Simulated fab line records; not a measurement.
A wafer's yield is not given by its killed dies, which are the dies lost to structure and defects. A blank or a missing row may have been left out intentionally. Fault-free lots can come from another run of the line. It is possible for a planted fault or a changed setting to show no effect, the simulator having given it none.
Which tool did it? | flow gf180mcu | Sampling: 15 lots, 45 wafers, 5 of 602 route steps

WHAT EACH GAUGE READ, for each wafer
GF_LVPWELL_TW_MEAS_11. Usual: LVPWELL_TW typically reads 559, with standard deviation 3.1.
lot  | measured    | on           | LVPWELL_TW  | flag
L540 | day 3 23:17 | filmMetro-03 | 549 555 551 | 
L542 | day 4 08:09 | filmMetro-02 | 557 557 561 | 
L544 | day 4 19:29 | filmMetro-01 | 30 30 30    | OFF
L545 | day 5 02:35 | filmMetro-01 | 30 30 30    | OFF
L546 | day 5 08:37 | filmMetro-03 | 30 30 30    | OFF
L551 | day 6 13:35 | filmMetro-02 | 557 563 561 | 
L553 | day 7 02:17 | filmMetro-01 | 559 559 556 | 
L555 | day 7 11:58 | filmMetro-02 | 560 558 558 | 
L556 | day 7 18:38 | filmMetro-01 | 561 560 559 | 
L557 | day 8 07:00 | filmMetro-02 | 557 557 560 | 
L558 | day 8 07:15 | filmMetro-02 | 559 559 559 | 
L559 | day 8 12:37 | filmMetro-01 | 567 565 563 | 
L561 | day 9 00:00 | filmMetro-01 | 560 557 558 | 
L562 | day 9 05:31 | filmMetro-02 | 559 555 556 | 
L563 | day 9 11:38 | filmMetro-01 | 562 560 559 | 

GF_VT_IMPLANT_TW_MEAS_10. Usual: VT_IMPLANT_TW typically reads 564, with standard deviation 4.5.
lot  | measured     | on           | VT_IMPLANT_TW | flag
L540 | day 5 17:21  | filmMetro-03 | 565 562 564   | 
L542 | day 6 02:56  | filmMetro-04 | 568 566 566   | 
L544 | day 6 15:42  | filmMetro-01 | 562 560 559   | 
L545 | day 6 21:52  | filmMetro-01 | 561 562 563   | 
L546 | day 7 05:07  | filmMetro-04 | 570 572 568   | 
L551 | day 8 14:17  | filmMetro-01 | 566 567 566   | 
L553 | day 9 03:07  | filmMetro-01 | 563 560 560   | 
L555 | day 9 15:18  | filmMetro-03 | 559 560 563   | 
L556 | day 9 21:29  | filmMetro-03 | 560 561 562   | 
L557 | day 10 11:56 | filmMetro-01 | 563 560 564   | 
L558 | day 10 12:43 | filmMetro-03 | 560 564 558   | 
L559 | day 10 17:23 | filmMetro-04 | 570 571 569   | 
L561 | day 11 06:08 | filmMetro-04 | 570 569 570   | 
L562 | day 11 12:51 | filmMetro-03 | 557 559 559   | 
L563 | day 11 19:17 | filmMetro-04 | 568 569 569   | 

WHICH TOOL RAN EACH LOT (tool, then ch and the chambers of the sampled wafers, then the start)
lot  | GF_STI_ETCH_13                   | GF_NWELL_STRIP_10                  | GF_LVPWELL_STRIP_10
L540 | rieDiel-02 ch 0,1,3, day 2 04:04 | plasmaAsher-04 ch 0, day 3 10:11   | plasmaAsher-01 ch 0, day 3 23:11
L542 | rieDiel-04 ch 0,2, day 2 12:40   | plasmaAsher-04 ch 0,1, day 3 18:08 | plasmaAsher-01 ch 0,1, day 4 08:02
L544 | rieDiel-02 ch 0,2,3, day 2 21:40 | plasmaAsher-04 ch 0,1, day 4 04:47 | plasmaAsher-04 ch 0,1, day 4 19:22
L545 | rieDiel-01 ch 2,3, day 3 03:53   | plasmaAsher-04 ch 1, day 4 11:29   | plasmaAsher-04 ch 0,1, day 5 02:28
L546 | rieDiel-02 ch 0,1, day 3 10:19   | plasmaAsher-04 ch 0,1, day 4 18:02 | plasmaAsher-01 ch 0,1, day 5 08:32
L551 | rieDiel-04 ch 1,2,3, day 4 12:28 | plasmaAsher-04 ch 0,1, day 5 22:09 | plasmaAsher-01 ch 0,1, day 6 13:28
L553 | rieDiel-01 ch 0,1, day 4 20:46   | plasmaAsher-02 ch 0,1, day 6 11:30 | plasmaAsher-04 ch 0,1, day 7 02:10
L555 | rieDiel-01 ch 1,2,3, day 5 07:31 | plasmaAsher-04 ch 0,1, day 6 19:51 | plasmaAsher-04 ch 0,1, day 7 11:51
L556 | rieDiel-04 ch 0,1,3, day 5 11:13 | plasmaAsher-03 ch 0,1, day 7 02:21 | plasmaAsher-04 ch 0,1, day 7 18:31
L557 | rieDiel-01 ch 0,1,3, day 5 20:13 | plasmaAsher-03 ch 0,1, day 7 13:27 | plasmaAsher-02 ch 0,1, day 8 06:54
L558 | rieDiel-02 ch 0,2,3, day 5 23:14 | plasmaAsher-04 ch 0,1, day 7 13:48 | plasmaAsher-04 ch 0,1, day 8 07:08
L559 | rieDiel-04 ch 0,1,2, day 6 03:07 | plasmaAsher-04 ch 0,1, day 7 19:42 | plasmaAsher-01 ch 0,1, day 8 12:31
L561 | rieDiel-02 ch 1,2, day 6 15:37   | plasmaAsher-02 ch 0,1, day 8 06:26 | plasmaAsher-02 ch 0,1, day 8 23:53
L562 | rieDiel-04 ch 0,1,3, day 6 23:10 | plasmaAsher-04 ch 0,1, day 8 12:59 | plasmaAsher-02 ch 0,1, day 9 05:26
L563 | rieDiel-04 ch 2,3, day 7 04:01   | plasmaAsher-04 ch 0,1, day 8 18:41 | plasmaAsher-01 ch 0,1, day 9 11:32
- GF_STI_ETCH_13: etches the open film in CHF3/O2, stops on Si, target depth 282.31 nm, time 112.9 s.
- GF_NWELL_STRIP_10: strips in O2/N2.
- GF_LVPWELL_STRIP_10: strips in O2/N2.

WHAT THE TOOLS THEMSELVES READ (means of the sampled wafers that have a number; where no wafer has one, the mark that the record gives instead)
GF_STI_ETCH_13. Usual: drypumpMotorCurrentA 5.9 A, standard deviation 0.33; oesProductAu 0.833 a.u., standard deviation 0.0072; throttleValvePct 8.810 %, standard deviation 0.01.
lot  | tool       | drypumpMotorCurrentA (A) | oesProductAu (a.u.) | throttleValvePct (%) | flag
L540 | rieDiel-02 | 6.0                      | 0.835               | 8.794                | 
L542 | rieDiel-04 | 5.7                      | 0.837               | 8.809                | 
L544 | rieDiel-02 | 6.2                      | 0.830               | 8.808                | 
L545 | rieDiel-01 | 5.7                      | 0.832               | 8.808                | 
L546 | rieDiel-02 | 6.3                      | 0.837               | 8.807                | 
L551 | rieDiel-04 | 5.7                      | 0.846               | 8.821                | 
L553 | rieDiel-01 | 5.5                      | 0.842               | 8.807                | 
L555 | rieDiel-01 | 5.7                      | 0.834               | 8.813                | 
L556 | rieDiel-04 | 6.0                      | 0.832               | 8.815                | 
L557 | rieDiel-01 | 5.7                      | 0.832               | 8.815                | 
L558 | rieDiel-02 | 6.2                      | 0.829               | 8.804                | 
L559 | rieDiel-04 | 5.8                      | 0.833               | 8.804                | 
L561 | rieDiel-02 | 6.2                      | 0.831               | 8.812                | 
L562 | rieDiel-04 | 6.0                      | 0.829               | 8.805                | 
L563 | rieDiel-04 | 5.8                      | 0.839               | 8.814                | 

GF_NWELL_STRIP_10. Usual: chamberPressureMTorr 1500.2 mTorr, standard deviation 1.3; drypumpMotorCurrentA 5.6 A, standard deviation 0.37; heaterPowerW 318 W, standard deviation 42; oesProductAu 0.722 a.u., standard deviation 0.0047; stripTimeToEndpointS 36.97 s, standard deviation 0.1.
lot  | tool           | chamberPressureMTorr (mTorr) | drypumpMotorCurrentA (A) | heaterPowerW (W) | oesProductAu (a.u.) | stripTimeToEndpointS (s) | flag
L540 | plasmaAsher-04 | 1500.9                       | 5.2                      | 278              | 0.725               | 36.92                    | 
L542 | plasmaAsher-04 | 1501.2                       | 5.6                      | 303              | 0.719               | 36.97                    | 
L544 | plasmaAsher-04 | -                            | -                        | -                | -                   | -                        | OFF
L545 | plasmaAsher-04 | -                            | -                        | -                | -                   | -                        | OFF
L546 | plasmaAsher-04 | -                            | -                        | -                | -                   | -                        | OFF
L551 | plasmaAsher-04 | 1499.6                       | 5.6                      | 305              | 0.721               | 36.95                    | 
L553 | plasmaAsher-02 | 1499.3                       | 5.7                      | 314              | 0.723               | 37.08                    | 
L555 | plasmaAsher-04 | 1499.2                       | 5.4                      | 289              | 0.726               | 37.03                    | 
L556 | plasmaAsher-03 | 1501.2                       | 5.6                      | 372              | 0.720               | 36.97                    | 
L557 | plasmaAsher-03 | 1499.5                       | 5.8                      | 331              | 0.725               | 36.98                    | 
L558 | plasmaAsher-04 | 1499.5                       | 5.4                      | 292              | 0.723               | 37.03                    | 
L559 | plasmaAsher-04 | 1500.8                       | 5.6                      | 301              | 0.725               | 36.94                    | 
L561 | plasmaAsher-02 | 1501.9                       | 5.7                      | 312              | 0.721               | 37.07                    | 
L562 | plasmaAsher-04 | 1499.6                       | 5.4                      | 291              | 0.721               | 37.02                    | 
L563 | plasmaAsher-04 | 1499.4                       | 5.6                      | 300              | 0.715               | 36.85                    | 

GF_LVPWELL_STRIP_10. Usual: chamberPressureMTorr 1500.0 mTorr, standard deviation 1.5; drypumpMotorCurrentA 5.7 A, standard deviation 0.45; heaterPowerW 315 W, standard deviation 28; oesProductAu 0.722 a.u., standard deviation 0.0048; stripTimeToEndpointS 37.01 s, standard deviation 0.12.
lot  | tool           | chamberPressureMTorr (mTorr) | drypumpMotorCurrentA (A) | heaterPowerW (W) | oesProductAu (a.u.) | stripTimeToEndpointS (s) | flag
L540 | plasmaAsher-01 | 1500.5                       | 6.2                      | 306              | 0.724               | 36.96                    | 
L542 | plasmaAsher-01 | 1500.9                       | 5.5                      | 326              | 0.724               | 36.95                    | 
L544 | plasmaAsher-04 | 1498.5                       | 5.6                      | 301              | 0.741               | 81.07                    | OFF
L545 | plasmaAsher-04 | 1500.5                       | 5.6                      | 298              | 0.738               | 81.25                    | OFF
L546 | plasmaAsher-01 | 1499.9                       | 5.9                      | 315              | 0.745               | 81.44                    | OFF
L551 | plasmaAsher-01 | 1501.2                       | 5.5                      | 327              | 0.720               | 36.93                    | 
L553 | plasmaAsher-04 | 1500.4                       | 5.4                      | 291              | 0.724               | 36.96                    | 
L555 | plasmaAsher-04 | 1499.4                       | 5.6                      | 301              | 0.718               | 36.97                    | 
L556 | plasmaAsher-04 | 1500.9                       | 5.4                      | 292              | 0.720               | 36.96                    | 
L557 | plasmaAsher-02 | 1499.1                       | 6.1                      | 338              | 0.722               | 37.06                    | 
L558 | plasmaAsher-04 | 1499.6                       | 5.6                      | 304              | 0.724               | 36.91                    | 
L559 | plasmaAsher-01 | 1500.9                       | 5.5                      | 323              | 0.723               | 37.12                    | 
L561 | plasmaAsher-02 | 1499.8                       | 5.7                      | 312              | 0.716               | 37.02                    | 
L562 | plasmaAsher-02 | 1500.5                       | 5.7                      | 314              | 0.719               | 37.07                    | 
L563 | plasmaAsher-01 | 1501.6                       | 5.5                      | 334              | 0.721               | 36.96                    | 

THE ANSWER, worked out from the rows above alone
Rule: a lot is off if the mean of its wafers that have a number lies more than 3 standard deviations from the usual mean. A lot without any number at a reading at which 4 lots or more have one is off too. The other lots that the step has rows for count as sound. Order of review: gauges by route order, followed by the tools' own readings, for which a lot's mean as printed above is used. The first step at which some lot is off is used, and at that step the reading that is off furthest; a lot without a number counts as furthest.
Off: L544, L545, L546, at GF_LVPWELL_TW_MEAS_11 (LVPWELL_TW).
A tool fits if, at a process step before that reading, it ran every lot that is off, and no sound lot after the first of them. Not tried: the gauges at GF_LVPWELL_TW_MEAS_11; whatever is off there is also off at GF_NWELL_STRIP_10, on other tools, and gauge error can't account for it. Of those tried, none fits.

WHAT THE SIMULATOR HAD PUT IN
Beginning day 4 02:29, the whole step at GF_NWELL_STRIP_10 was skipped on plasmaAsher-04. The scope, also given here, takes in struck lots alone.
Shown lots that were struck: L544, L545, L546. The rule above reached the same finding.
